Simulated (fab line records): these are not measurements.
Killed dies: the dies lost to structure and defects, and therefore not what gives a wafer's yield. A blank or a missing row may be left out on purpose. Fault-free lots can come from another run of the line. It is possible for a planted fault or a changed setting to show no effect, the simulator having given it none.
Which tool was responsible?	flow gf180mcu	13 lots with 39 wafers sampled at 4 steps, on a route of 602 steps

## WHAT THE GAUGES SHOWED, per wafer
GF_HV_LDD_CD_MEAS_07: target cd 400 nm. Usual: cd-nm 400.5 nm, standard deviation 2.1.
lot	measured	on	cd-nm (nm)	flag
L291	day 10 02:14	cd-sem-02	397.3 396.3 396.8	
L292	day 10 10:32	cd-sem-02	399.9 399.4 402.9	
L299	day 12 12:34	cd-sem-02	321.1 321.7 321.8	OFF
L302	day 13 08:50	cd-sem-02	403.6 399.7 400.3	
L304	day 14 00:17	cd-sem-01	400.7 399.4 398.8	
L305	day 14 09:32	cd-sem-01	399.6 400.0 402.0	
L307	day 14 21:07	cd-sem-02	400.5 400.0 397.6	
L308	day 15 07:12	cd-sem-01	398.3 400.9 398.2	
L309	day 15 12:52	cd-sem-02	399.8 396.8 399.4	
L311	day 16 05:26	cd-sem-01	402.3 400.7 399.6	
L312	day 16 16:23	cd-sem-01	398.9 398.9 398.3	
L313	day 16 18:10	cd-sem-01	407.2 404.5 407.5	
L314	day 17 05:07	cd-sem-01	400.7 398.9 401.4	

GF_NSD_TW_MEAS_12. Usual: NSD_TW typically reads 4238, with standard deviation 43.
lot	measured	on	NSD_TW	flag
L291	day 13 10:20	film-metro-03	4323 4308 4301	
L292	day 13 19:36	film-metro-03	4318 4289 4268	
L299	day 16 02:47	film-metro-02	4238 4224 4215	
L302	day 17 02:47	film-metro-01	4185 4176 4172	
L304	day 17 21:27	film-metro-03	4308 4297 4297	
L305	day 18 05:21	film-metro-02	4239 4242 4237	
L307	day 18 20:14	film-metro-03	4274 4260 4272	
L308	day 19 06:04	film-metro-03	4318 4312 4314	
L309	day 19 13:55	film-metro-01	4177 4169 4203	
L311	day 20 08:04	film-metro-02	4208 4232 4239	
L312	day 20 18:52	film-metro-01	4236 4223 4210	
L313	day 20 20:19	film-metro-01	4203 4204 4221	
L314	day 21 07:59	film-metro-01	4203 4227 4205	

GF_CONTACT_THK_MEAS_26: measures by xrf. Usual: CONTACT_W_THK typically reads 300 nm, with standard deviation 4.7.
lot	measured	on	CONTACT_W_THK (nm)	flag
L291	day 16 04:56	film-metro-02	298 308 301	
L292	day 16 15:59	film-metro-04	303 294 304	
L299	day 19 02:31	film-metro-01	300 308 300	
L302	day 20 04:44	film-metro-01	297 297 295	
L304	day 21 00:37	film-metro-01	297 296 297	
L305	day 21 07:38	film-metro-04	298 297 297	
L307	day 22 00:29	film-metro-04	293 293 292	
L308	day 22 08:42	film-metro-01	293 297 292	
L309	day 22 15:57	film-metro-01	298 308 309	
L311	day 23 10:40	film-metro-01	299 305 300	
L312	day 23 19:37	film-metro-02	304 305 304	
L313	day 23 22:02	film-metro-02	303 301 300	
L314	day 24 07:06	film-metro-02	302 309 304	

## WHAT TOOL EACH LOT RAN ON (gives the tool, then ch and the chambers of the sampled wafers, and finally the start)
lot	GF_HV_LDD_EXPOSE_04
L291	iline-stepper-01 ch 0, day 9 17:44
L292	iline-stepper-02 ch 0, day 10 01:25
L299	iline-stepper-01 ch 0, day 12 02:57
L302	iline-stepper-02 ch 0, day 12 23:14
L304	iline-stepper-02 ch 0, day 13 14:32
L305	iline-stepper-01 ch 0, day 13 23:22
L307	iline-stepper-01 ch 0, day 14 11:13
L308	iline-stepper-01 ch 0, day 14 20:13
L309	iline-stepper-02 ch 0, day 15 01:41
L311	iline-stepper-01 ch 0, day 15 18:26
L312	iline-stepper-01 ch 0, day 16 05:38
L313	iline-stepper-02 ch 0, day 16 07:31
L314	iline-stepper-01 ch 0, day 16 17:59
- GF_HV_LDD_EXPOSE_04: exposes mask Nplus LV AREA, target cd 400 nm.

## AS READ BY THE TOOLS THEMSELVES (means over the sampled wafers that have a number; for cases with no such wafer, the mark the record gives instead)
The record holds no such reading with a usual standard deviation.

## THE ANSWER, worked out from the rows above alone
Rule: lot off if the mean of its wafers having a number is beyond 3 standard deviations from the usual mean. Also off: a lot with no number at a reading for which 4 or more lots have one. All remaining lots with rows at the step are treated as sound. The gauges are gone through in route order, then the tools' own readings, and for those a lot's mean is taken as printed above. The first step at which some lot is off is used, and at that step the reading that is off furthest; a lot without a number counts as furthest.
Off at GF_HV_LDD_CD_MEAS_07 (cd-nm): L299.
If a tool, at a process step before that reading, ran all the lots that are off and no sound lot after the first of them, it fits. Gauges at GF_HV_LDD_CD_MEAS_07: tried the same way as those tools. Not one of the candidates tried fits.

## WHAT THE SIMULATOR PUT IN
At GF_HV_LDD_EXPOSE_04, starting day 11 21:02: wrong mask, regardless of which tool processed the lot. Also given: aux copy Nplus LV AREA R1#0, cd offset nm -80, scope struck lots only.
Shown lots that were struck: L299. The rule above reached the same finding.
